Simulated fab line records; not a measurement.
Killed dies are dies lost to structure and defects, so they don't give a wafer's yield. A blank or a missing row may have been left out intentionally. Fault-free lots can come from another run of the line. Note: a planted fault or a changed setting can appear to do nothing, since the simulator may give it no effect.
fab line records	flow sfqLine
record: lots: 6	wafers: 17	lastDay: 94
route steps=325 shown I4@170 JJ@178 M5@198 A5B@209 R5@225
lots with no fault: from the same line, run without faults
startH: start of the lot's first displayed wafer, in hours after the record's first day	waitH: hours elapsed since this lot's preceding step	" same as the row above	L1.1+2: a row that stands for several wafers	- either no value or no given start	* or withheld: withheld	< > ~ a bound
route shown NAME@n: NAME is a module with steps in the file, n the number in the route of the first one	usual: average and standard deviation across the fault-free wafers	same: alike in all rows	chamber/n: place in a boat	sites: the reading at each site	_std_site: their standard deviation	_edge_site: outer sites' mean less inner sites'	radiusMm: how far each site lies from the wafer's centre	mask NAME#n: copy n	behind: tool/chamber where the wafer was last shaped	hold: cause of the lot's hold/its duration in hours/its outcome	device: which transistor (n, p or np) failed to switch	end of line: tests of these same wafers at the route's end	a step with no rows: only its recipe	killed: dies that structure and defects cost at the first sort, which is not the same as the wafer's yield	map: a wafer's dies, marking killed ones x, the rest . and places with no die _
set.NAME: the run value of the setting; set.NAME@STEP: its run value at that earlier step	model.NAME: the simulator's own value behind a step, which no gauge read
lots at selected steps of the route; one table per step, one row per wafer
services: from which hour (startH, from the record's first day; less than 0 if before it) a tool's chamber was out of use, for how many hours, and why
== steps ==
step: SFQ_TRILAYER_I4_VIA_LITHO_EXPOSE_104
recipe: maskId: I4	na: 0.6	sourceShape: conventional	sigmaOuter: 0.65	targetCdNm: 700	doseMj: 21.3
step: SFQ_TRILAYER_I4_VIA_LITHO_PEB_106
recipe: pebTempC: 115	pebTimeS: 60	resist: KrF
step: SFQ_TRILAYER_I4_VIA_LITHO_DEVELOP_105
recipe: timeS: 60	resist: KrF
step: SFQ_I4_OVL_MEAS_928
usual: I4_OVL: 4/4.9
lot.wafer	tool	chamber	startH	waitH	I4_OVL[nm]
L828.3	overlay-02	-	1137.53	0.1	2
L828.4	"	-	"	"	3
L828.5	"	-	"	"	2
L833.1	overlay-01	-	1213.87	0.1	2
L833.5	"	-	"	"	10
L833.6	"	-	"	"	11
L838.1	overlay-01	-	1290.62	0.1	0
L838.5	"	-	"	"	-4
L838.6	"	-	"	"	0
L844.1	overlay-02	-	1302.17	0.1	2
L844.3	"	-	"	"	-4
L847.1	overlay-02	-	1305.77	0.1	-3
L847.4	"	-	"	"	-2
L847.6	"	-	"	"	-5
L849.4	overlay-02	-	1308.18	0.1	7
L849.5	"	-	"	"	13
L849.6	"	-	"	"	11
step: SFQ_TRILAYER_I4_VIA_BARC_OPEN_VIA_ETCH_146
recipe: maskMaterial: PR	chemistry: O2	targetDepthNm: 125	target: BARC	sourceW: 500	biasW: 80	pressureMtorr: 30	timeS: 41.7
step: SFQ_TRILAYER_I4_VIA_ETCH_VIA_ETCH_106
recipe: target: SiO2	stopOn: Nb	maskMaterial: PR	taperDeg: 20	chemistry: CHF3	targetDepthNm: 260	sourceW: 500	biasW: 80	pressureMtorr: 30	timeS: withheld
usual: drypumpMotorCurrentA: 5.8/0.37	oesProductAu: 0.853/0.0053
lot.wafer	tool	chamber	startH	waitH	drypumpMotorCurrentA	oesProductAu
L828.3	rieDiel-04	0	1137.60	0.0	5.0	0.858
L828.4	"	3	"	"	6.3	0.857
L828.5	"	3	"	"	6.3	0.857
L833.1	rieDiel-02	1	1213.95	0.0	6.2	0.861
L833.5	"	3	"	"	5.9	0.850
L833.6	"	0	"	"	5.5	0.843
L838.1	rieDiel-04	3	1290.69	0.0	6.3	0.854
L838.5	"	3	"	"	6.3	0.855
L838.6	"	0	"	"	5.0	0.853
L844.1	rieDiel-04	1	1302.24	0.0	5.6	0.847
L844.3	"	0	"	"	5.0	0.858
L847.1	rieDiel-04	1	1305.84	0.0	5.6	0.855
L847.4	"	2	"	"	5.5	0.861
L847.6	"	3	"	"	6.2	0.849
L849.4	rieDiel-02	2	1308.30	0.1	5.9	0.857
L849.5	"	1	"	"	6.1	0.858
L849.6	"	3	"	"	5.9	0.850
step: SFQ_TRILAYER_I4_VIA_STRIP_STRIP_107
recipe: gas: O2	powerW: 200	platenTempC: 40	overashFraction: 0.65	chemistry: O2	pressureMtorr: 50
step: SFQ_TRILAYER_I4_VIA_STRIP_SOLV_CLEAN_108
recipe: chemistry: NMP	tempC: 70	timeS: 600
step: SFQ_TRILAYER_JJ_TRILAYER_DEP_PRE_CLEAN_113
recipe: gas: Ar	timeS: 22.5	biasV: 250
step: SFQ_TRILAYER_JJ_TRILAYER_DEP_SPUTTER_109
recipe: material: Nb	basePressurePa: 1.33e-06	chamberPressurePa: 0.1333	substrateTempC: 20	targetThkNm: 150	powerW: 2000	timeS: 100
step: SFQ_TRILAYER_JJ_TRILAYER_DEP_SPUTTER_110
recipe: material: Al	basePressurePa: 1.33e-06	targetThkNm: 8	powerW: 500	timeS: 10	chamberPressurePa: 0.4
step: SFQ_TRILAYER_JJ_TRILAYER_DEP_AL_OXIDATION_111
recipe: pressureMbar: 0.014667	oxidationTimeS: 600	temperatureK: 293
step: SFQ_TRILAYER_JJ_TRILAYER_DEP_SPUTTER_112
recipe: material: Nb	basePressurePa: 1.33e-06	chamberPressurePa: 0.1333	substrateTempC: 20	targetThkNm: 170	powerW: 2000	timeS: 113.3
usual: throttleValvePct: 30.0/0.73
lot.wafer	tool	chamber	startH	waitH	throttleValvePct	model.Nb_of_TRILAYER_JJ_TRILAYER_DEP_SPUTTER_112.thkNm
L828.3	pvdSputter-03	-	1139.61	0.5	30.1	169
L828.4	"	-	"	"	31.7	169.4
L828.5	"	-	"	"	29.8	168.7
L833.1	pvdSputter-06	-	1215.97	0.5	29.8	170.2
L833.5	"	-	"	"	29.5	171.8
L833.6	"	-	"	"	30.4	174.2
L838.1	pvdSputter-04	-	1292.70	0.5	29.9	165.5
L838.5	"	-	"	"	29.2	173.1
L838.6	"	-	"	"	29.7	170.7
L844.1	pvdSputter-04	-	1304.25	0.5	29.8	102.7
L844.3	"	-	"	"	29.9	171.4
L847.1	pvdSputter-04	-	1308.05	0.5	29.2	107.2
L847.4	"	-	"	"	29.9	168.6
L847.6	"	-	"	"	29.9	105
L849.4	pvdSputter-03	-	1310.47	0.5	30.6	169.1
L849.5	"	-	"	"	29.8	169.4
L849.6	"	-	"	"	29.2	170.7
step: SFQ_JJ_RS_MEAS_929
recipe: thkMeasGauge: four-point-probe	reads: Nb_of_TRILAYER_JJ_TRILAYER_DEP_SPUTTER_112
usual: JJ_NB_RS: 1.044/0.013
lot.wafer	tool	chamber	startH	waitH	JJ_NB_RS[ohm/sq]
L828.3	filmMetro-01	-	1139.73	0.1	1.052
L828.4	"	-	"	"	1.049
L828.5	"	-	"	"	1.056
L833.1	filmMetro-01	-	1216.05	0.0	1.048
L833.5	"	-	"	"	1.037
L833.6	"	-	"	"	1.022
L838.1	filmMetro-01	-	1292.78	0.0	1.077
L838.5	"	-	"	"	1.027
L838.6	"	-	"	"	1.042
L844.1	filmMetro-02	-	1304.33	0.0	1.752
L844.3	"	-	"	"	1.040
L847.1	filmMetro-02	-	1308.13	0.0	1.677
L847.4	"	-	"	"	1.061
L847.6	"	-	"	"	1.711
L849.4	filmMetro-01	-	1310.61	0.1	1.052
L849.5	"	-	"	"	1.052
L849.6	"	-	"	"	1.043
step: SFQ_TRILAYER_JJ_CE_LITHO_COAT_119
recipe: resist: BARC	spinRpm: 3000	resistThkNm: 62
step: SFQ_TRILAYER_JJ_CE_LITHO_COAT_114
recipe: resist: KrF	spinRpm: 3000	resistThkNm: 600
step: SFQ_TRILAYER_JJ_CE_LITHO_SOFTBAKE_118
recipe: tempC: withheld	timeS: withheld	resist: KrF
step: SFQ_TRILAYER_JJ_CE_LITHO_EXPOSE_115
recipe: maskId: J5	na: 0.6	sourceShape: conventional	sigmaOuter: 0.65	targetCdNm: 700	doseMj: 14.4
step: SFQ_TRILAYER_JJ_CE_LITHO_PEB_117
recipe: pebTempC: 115	pebTimeS: 60	resist: KrF
step: SFQ_TRILAYER_JJ_CE_LITHO_DEVELOP_116
recipe: timeS: 60	resist: KrF
step: SFQ_JJ_OVL_MEAS_931
usual: J5_OVL: -5/5.8
lot.wafer	tool	chamber	startH	waitH	J5_OVL[nm]
L828.3	overlay-02	-	1284.93	0.1	-4
L828.4	"	-	"	"	5
L828.5	"	-	"	"	-5
L833.1	overlay-02	-	1348.39	0.1	-13
L833.5	"	-	"	"	-9
L833.6	"	-	"	"	-8
L838.1	overlay-02	-	1396.06	0.1	-9
L838.5	"	-	"	"	-11
L838.6	"	-	"	"	-10
L844.1	overlay-02	-	1403.26	0.1	1
L844.3	"	-	"	"	1
L847.1	overlay-02	-	1406.86	0.1	-9
L847.4	"	-	"	"	-7
L847.6	"	-	"	"	-11
L849.4	overlay-02	-	1409.28	0.1	3
L849.5	"	-	"	"	-2
L849.6	"	-	"	"	6
step: SFQ_TRILAYER_JJ_CE_METRO_MEASURE_117
step: SFQ_TRILAYER_JJ_CE_BARC_OPEN_RIE_150
recipe: maskMaterial: PR	chemistry: O2	targetDepthNm: 240	target: BARC	icpW: 600	biasW: 80	pressureMtorr: 10	timeS: 80
step: SFQ_TRILAYER_JJ_CE_ETCH_RIE_118
recipe: target: Nb	stopOn: Al2O3	maskMaterial: PR	taperDeg: 13.257	overEtchFrac: 0.15	timeS: 97.7	chemistry: SF6	targetDepthNm: 170	icpW: 600	biasW: 80	pressureMtorr: 10
usual: drypumpMotorCurrentA: 5.9/0.39	oesProductAu: 0.992/0.0087
lot.wafer	tool	chamber	startH	waitH	drypumpMotorCurrentA	oesProductAu	rfHoursCounterH
L828.3	rieMetal-02	1	1286.41	0.2	5.9	1.001	-
L828.4	"	1	"	"	5.8	0.989	-
L828.5	"	1	"	"	5.9	0.991	-
L833.1	rieMetal-04	1	1349.81	0.2	5.7	0.988	70
L833.5	"	1	"	"	5.7	0.994	-
L833.6	"	1	"	"	5.7	1.004	-
L838.1	rieMetal-04	1	1397.39	0.1	5.7	0.982	76
L838.5	"	1	"	"	5.6	0.997	-
L838.6	"	0	"	"	6.2	0.979	-
L844.1	rieMetal-01	0	1404.59	0.1	5.0	0.753	95
L844.3	"	0	"	"	5.0	0.990	-
L847.1	rieMetal-02	0	1408.19	0.1	6.3	0.767	44
L847.4	"	1	"	"	5.8	1.002	-
L847.6	"	0	"	"	6.3	0.763	-
L849.4	rieMetal-02	1	1410.62	0.1	5.9	0.990	-
L849.5	"	0	"	"	6.3	0.988	-
L849.6	"	1	"	"	5.9	0.994	-
step: SFQ_TRILAYER_JJ_ANODIZE_ANODIZE_119
recipe: currentDensityMaCm2: withheld	endCurrentDensityMaCm2: withheld	bathTempC: withheld
step: SFQ_TRILAYER_JJ_CE_STRIP_STRIP_120
recipe: gas: O2	powerW: 200	platenTempC: 40	overashFraction: 0.65	chemistry: O2	pressureMtorr: 50
usual: drypumpMotorCurrentA: 5.6/0.47	oesProductAu: 1.003/0.012
lot.wafer	tool	chamber	startH	waitH	drypumpMotorCurrentA	oesProductAu	rfHoursCounterH
L828.3	rieMetal-04	1	1287.25	0.2	5.7	1.011	-
L828.4	"	0	"	"	6.1	0.987	-
L828.5	"	1	"	"	5.7	1.021	-
L833.1	rieMetal-04	1	1350.52	0.0	5.7	1.026	71
L833.5	"	1	"	"	5.7	1.027	-
L833.6	"	1	"	"	5.7	1.022	-
L838.1	rieMetal-02	0	1398.50	0.0	6.3	1.000	42
L838.5	"	1	"	"	5.8	1.020	-
L838.6	"	0	"	"	6.3	1.006	-
L844.1	rieMetal-01	0	1405.20	0.0	5.0	0.995	96
L844.3	"	1	"	"	5.6	1.007	-
L847.1	rieMetal-01	1	1408.80	0.0	5.6	1.005	30
L847.4	"	1	"	"	5.6	0.995	-
L847.6	"	1	"	"	5.6	0.999	-
L849.4	rieMetal-01	0	1411.40	0.2	5.0	0.992	-
L849.5	"	1	"	"	5.6	1.002	-
L849.6	"	0	"	"	5.0	0.997	-
step: SFQ_TRILAYER_JJ_CE_STRIP_SOLV_CLEAN_121
recipe: chemistry: NMP	tempC: 70	timeS: 600
step: SFQ_TRILAYER_M5_LITHO_COAT_128
recipe: resist: BARC	spinRpm: 3000	resistThkNm: 62
step: SFQ_TRILAYER_M5_LITHO_COAT_123
recipe: resist: KrF	spinRpm: 3000	resistThkNm: 600
step: SFQ_TRILAYER_M5_LITHO_SOFTBAKE_127
recipe: tempC: withheld	timeS: withheld	resist: KrF
step: SFQ_TRILAYER_M5_LITHO_EXPOSE_124
recipe: maskId: M5	na: 0.6	sourceShape: conventional	sigmaOuter: 0.65	targetCdNm: 700	doseMj: 14.4
step: SFQ_TRILAYER_M5_LITHO_PEB_126
recipe: pebTempC: 115	pebTimeS: 60	resist: KrF
step: SFQ_TRILAYER_M5_LITHO_DEVELOP_125
recipe: timeS: 60	resist: KrF
step: SFQ_M5_OVL_MEAS_932
usual: M5_OVL: -1/3.9
lot.wafer	tool	chamber	startH	waitH	M5_OVL[nm]
L828.3	overlay-01	-	1392.47	0.1	1
L828.4	"	-	"	"	-5
L828.5	"	-	"	"	1
L833.1	overlay-02	-	1461.57	0.1	-4
L833.5	"	-	"	"	-3
L833.6	"	-	"	"	1
L838.1	overlay-02	-	1515.05	0.1	-2
L838.5	"	-	"	"	5
L838.6	"	-	"	"	3
L844.1	overlay-01	-	1528.25	0.1	-2
L844.3	"	-	"	"	-2
L847.1	overlay-01	-	1533.05	0.1	-1
L847.4	"	-	"	"	1
L847.6	"	-	"	"	-3
L849.4	overlay-02	-	1540.07	0.1	-1
L849.5	"	-	"	"	0
L849.6	"	-	"	"	2
step: SFQ_TRILAYER_M5_BARC_OPEN_METAL_ETCH_161
recipe: maskMaterial: PR	chemistry: O2	targetDepthNm: 125	target: BARC	icpW: 600	biasW: 80	pressureMtorr: 10	timeS: 41.7
step: SFQ_TRILAYER_M5_ETCH_METAL_ETCH_126
recipe: target: Nb	stopOn: SiO2	maskMaterial: PR	overEtchFrac: 0.15	timeS: 203.2	chemistry: Cl2/BCl3	targetDepthNm: 265	icpW: 600	biasW: 80	pressureMtorr: 10
usual: drypumpMotorCurrentA: 5.9/0.51	oesProductAu: 0.728/0.0061
lot.wafer	tool	chamber	startH	waitH	drypumpMotorCurrentA	oesProductAu	rfHoursCounterH
L828.3	rieMetal-02	0	1392.62	0.1	6.3	0.729	-
L828.4	"	1	"	"	5.9	0.729	-
L828.5	"	0	"	"	6.3	0.723	-
L833.1	rieMetal-02	1	1461.67	0.0	5.8	0.729	62
L833.5	"	1	"	"	5.9	0.720	-
L833.6	"	0	"	"	6.3	0.729	-
L838.1	rieMetal-02	0	1515.15	0.0	6.3	0.731	57
L838.5	"	1	"	"	5.8	0.725	-
L838.6	"	0	"	"	6.3	0.730	-
L844.1	rieMetal-03	0	1528.35	0.0	5.0	0.739	61
L844.3	"	1	"	"	6.5	0.733	-
L847.1	rieMetal-03	0	1533.15	0.0	5.0	0.728	62
L847.4	"	0	"	"	5.1	0.730	-
L847.6	"	1	"	"	6.6	0.732	-
L849.4	rieMetal-04	1	1540.21	0.1	5.7	0.731	-
L849.5	"	0	"	"	6.2	0.733	-
L849.6	"	1	"	"	5.7	0.737	-
step: SFQ_TRILAYER_M5_STRIP_STRIP_127
recipe: gas: O2	powerW: 200	platenTempC: 40	overashFraction: 0.65	chemistry: O2	pressureMtorr: 50
step: SFQ_TRILAYER_M5_STRIP_SOLV_CLEAN_128
recipe: chemistry: NMP	tempC: 70	timeS: 600
step: SFQ_TRILAYER_A5B_DEP_PECVD_129
recipe: material: SiO2	tempC: 150	timeS: 133.33	pressureTorr: 2.4	rfW: 183.3	precursor: SiH4/N2O	targetThkNm: 600
usual: heaterPowerW: 91/15	showerheadVppV: 824/45	throttleValvePct: 24.5/1.2
lot.wafer	tool	chamber	startH	waitH	heaterPowerW	showerheadVppV	sinceWetCleanH	throttleValvePct
L828.3	pecvd-02	1	1393.53	0.0	91	766	816	24.3
L828.4	"	2	"	"	88	806	-	27.0
L828.5	"	1	"	"	94	758	-	24.1
L833.1	pecvd-04	0	1462.64	0.0	69	796	515	24.0
L833.5	"	1	"	"	77	832	-	25.0
L833.6	"	0	"	"	69	804	-	24.0
L838.1	pecvd-04	2	1516.12	0.0	101	866	569	23.6
L838.5	"	1	"	"	74	826	-	25.1
L838.6	"	0	"	"	69	792	-	23.8
L844.1	pecvd-04	0	1529.33	0.0	66	824	582	23.8
L844.3	"	2	"	"	111	870	582	23.6
L847.1	pecvd-04	2	1534.13	0.0	101	868	587	23.9
L847.4	"	2	"	"	104	875	-	23.6
L847.6	"	0	"	"	70	800	-	23.9
L849.4	pecvd-04	2	1541.18	0.0	101	868	-	24.0
L849.5	"	0	"	"	68	798	-	23.9
L849.6	"	1	"	"	66	827	-	25.4
step: SFQ_TRILAYER_A5B_CMP_CMP_130
recipe: stopOn: Nb	downForcePsi: 3	platenRpm: 60	targetThkNm: 340.7
usual: motorCurrentA: 10.2/0.74
lot.wafer	tool	chamber	startH	waitH	motorCurrentA
L828.3	cmp-01	2	1393.62	0.0	10.8
L828.4	"	1	1395.12	1.5	9.4
L828.5	"	2	"	"	10.9
L833.1	cmp-02	3	1463.23	0.5	10.3
L833.5	"	2	1464.73	2.0	9.1
L833.6	"	3	"	"	11.1
L838.1	cmp-02	2	1517.72	1.6	9.3
L838.6	"	0	1518.72	2.5	10.6
L838.5	"	1	"	"	9.6
L844.3	cmp-01	0	1529.81	0.4	11.2
L844.1	"	2	1530.81	1.4	10.7
L847.1	cmp-01	0	1535.77	1.6	11.1
L847.4	"	2	1536.77	2.6	10.3
L847.6	"	3	"	"	9.5
L849.4	cmp-01	3	1543.31	2.1	9.3
L849.6	"	0	"	"	11.3
L849.5	"	1	"	"	10.2
step: SFQ_TRILAYER_A5B_METRO_MEASURE_131
step: SFQ_TRILAYER_R5_ETCH_METAL_ETCH_139
recipe: stopOn: SiO2	maskMaterial: PR	chemistry: Cl2	targetDepthNm: 60	icpW: 600	biasW: 80	pressureMtorr: 10	timeS: 40
usual: drypumpMotorCurrentA: 5.7/0.51	oesProductAu: 0.992/0.0067
lot.wafer	tool	chamber	startH	waitH	drypumpMotorCurrentA	oesProductAu	rfHoursCounterH	model.Nb_of_TRILAYER_JJ_TRILAYER_DEP_SPUTTER_112.thkNm
L828.3	rieMetal-03	0	1426.18	0.0	5.1	0.995	-	159
L828.4	"	1	"	"	6.5	0.998	-	159
L828.5	"	0	"	"	5.1	0.995	-	158.7
L833.1	rieMetal-04	0	1470.39	0.1	6.2	0.994	11	160
L833.5	"	0	"	"	6.2	0.992	-	161.6
L833.6	"	0	"	"	6.2	0.998	-	164.1
L838.1	rieMetal-04	1	1629.57	0.0	5.7	1.002	99	155.1
L838.5	"	1	"	"	5.7	0.990	-	162.8
L838.6	"	0	"	"	6.2	0.983	-	160.8
L844.1	rieMetal-03	1	1640.37	0.0	6.5	0.998	106	92.33
L844.3	"	0	"	"	5.1	0.983	-	161.6
L847.1	rieMetal-03	0	1646.96	0.0	5.0	0.986	80	97.32
L847.4	"	1	"	"	6.5	0.987	-	158.3
L847.6	"	0	"	"	5.0	0.995	-	95.07
L849.4	rieMetal-01	1	1650.58	0.0	5.6	0.988	-	158.7
L849.5	"	1	"	"	5.6	1.002	-	158.8
L849.6	"	0	"	"	5.0	0.984	-	160.7
== services ==
tool	chamber	startH	hours	kind
rieMetal-02	0	1115.24	20.2	repair
pecvd-04	-	1151.31	0.8	repair
rieMetal-04	-	1155.35	0.1	repair
pecvd-04	-	1177.07	2.8	pm
pecvd-04	-	1179.82	14.6	pm
rieMetal-04	-	1210.46	2.8	pm
rieMetal-04	0	1214.48	5.4	repair
rieMetal-03	-	1225.46	0.5	repair
rieMetal-02	-	1239.18	1.7	repair
rieMetal-03	-	1245.04	0.3	repair
rieMetal-03	0	1274.25	9.2	repair
rieMetal-02	0	1280.82	11.2	repair
rieMetal-04	-	1292.35	6.3	repair
rieMetal-03	-	1311.55	1.4	pm
pecvd-04	-	1398.50	5.5	pm
rieMetal-04	-	1401.26	28.1	pm
pecvd-04	2	1405.11	6.0	repair
rieMetal-02	-	1441.62	0.4	repair
rieMetal-02	-	1448.86	2.8	pm
rieMetal-04	1	1468.30	20.7	repair
rieMetal-02	-	1518.85	2.0	repair
rieMetal-02	1	1521.99	1.1	repair
pecvd-04	-	1588.63	0.8	repair
rieMetal-02	0	1610.88	22.4	repair
== key ==
firstSign: step: SFQ_JJ_RS_MEAS_929	reading: JJ_NB_RS	direction: up	sigmas: 51	usual: 1.044	struck: 1.713
effect: step: SFQ_TRILAYER_JJ_CE_ETCH_RIE_118	reading: oesProductAu	direction: down	sigmas: 27	usual: 0.992	struck: 0.761
modelEffect: step: SFQ_TRILAYER_JJ_TRILAYER_DEP_SPUTTER_112	value: Nb_of_TRILAYER_JJ_TRILAYER_DEP_SPUTTER_112.thkNm	without: 171.3	struck: 105
modelEffect: step: SFQ_TRILAYER_R5_ETCH_METAL_ETCH_139	value: Nb_of_TRILAYER_JJ_TRILAYER_DEP_SPUTTER_112.thkNm	without: 161.3	struck: 94.91
metAt SFQ_TRILAYER_JJ_TRILAYER_DEP_SPUTTER_112
struckWafers L844.1,L847.1,L847.6
onsetBetween 1292.70 1304.25
fault: kind: processParameterDrift	tool: pvdSputter-04	chamber: -	onsetH: 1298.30	steps: SFQ_TRILAYER_JJ_TRILAYER_DEP_SPUTTER_112	channel: targetThkNm	offset: -66.351	shape: step	endH: 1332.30	scope: struckWafersOnly	actsIn: theseRecipesOnly	stated: 170
